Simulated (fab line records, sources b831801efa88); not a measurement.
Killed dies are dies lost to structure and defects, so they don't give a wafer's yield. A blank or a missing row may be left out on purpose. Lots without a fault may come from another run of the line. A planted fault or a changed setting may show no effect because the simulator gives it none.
Which tool did it? | flow gf180mcu | 6 lots, 18 wafers sampled, at 2 steps of a route of 602

WHAT THE GAUGES READ, wafer by wafer
GF_STI_CD_MEAS_12: target cd 220 nm.
lot  | measured    | on        | cd_nm (nm)
L188 | day 2 12:25 | cd_sem-01 | 219.3 220.0 220.9
L191 | day 3 03:29 | cd_sem-01 | 220.5 220.7 221.9
L193 | day 3 14:56 | cd_sem-02 | 220.8 220.2 220.2
L195 | day 3 23:29 | cd_sem-01 | 219.0 219.2 219.6
L199 | day 4 20:50 | cd_sem-01 | 188.4 188.6 188.3
L201 | day 5 08:20 | cd_sem-01 | 196.0 196.4 196.7

WHICH TOOL RAN EACH LOT (tool, then ch and the chambers of the sampled wafers, then the start)
lot  | GF_STI_SOFTBAKE_08
L188 | litho_track-04 ch 0, day 2 06:01
L191 | litho_track-04 ch 0, day 2 21:26
L193 | litho_track-04 ch 0, day 3 08:20
L195 | litho_track-03 ch 0, day 3 16:44
L199 | litho_track-03 ch 0, day 4 13:50
L201 | litho_track-03 ch 0, day 5 01:11
- GF_STI_SOFTBAKE_08: time 61.87 s.

THE ANSWER, worked out from the rows above alone
Rule: what is usual is taken from the lots themselves. Put in order of their means at a reading, lots are off if they are a third of the lots or fewer, leave a main group of 4 or more, and stand apart from it by a gap of 3 or more times the standard deviation of the main group's means; of several such gaps the widest counts. A main group whose means are all the same, to the digits that the tables above print for the reading, isn't used. A lot without any number at a reading at which 4 lots or more have one is off too. The other lots that the step has rows for count as sound.
Off: L199, L201, at GF_STI_CD_MEAS_12 (cd_nm). The main group: mean 220.2 nm, standard deviation 0.64.
A tool fits if, at a process step before that reading, it ran every lot that is off, and no sound lot after the first of them. The gauges at GF_STI_CD_MEAS_12 are tried like those tools. Can't be told from this: 2 tools fit, litho_track-03 at GF_STI_SOFTBAKE_08, cd_sem-01 at GF_STI_CD_MEAS_12.

WHAT THE SIMULATOR HAD PUT IN
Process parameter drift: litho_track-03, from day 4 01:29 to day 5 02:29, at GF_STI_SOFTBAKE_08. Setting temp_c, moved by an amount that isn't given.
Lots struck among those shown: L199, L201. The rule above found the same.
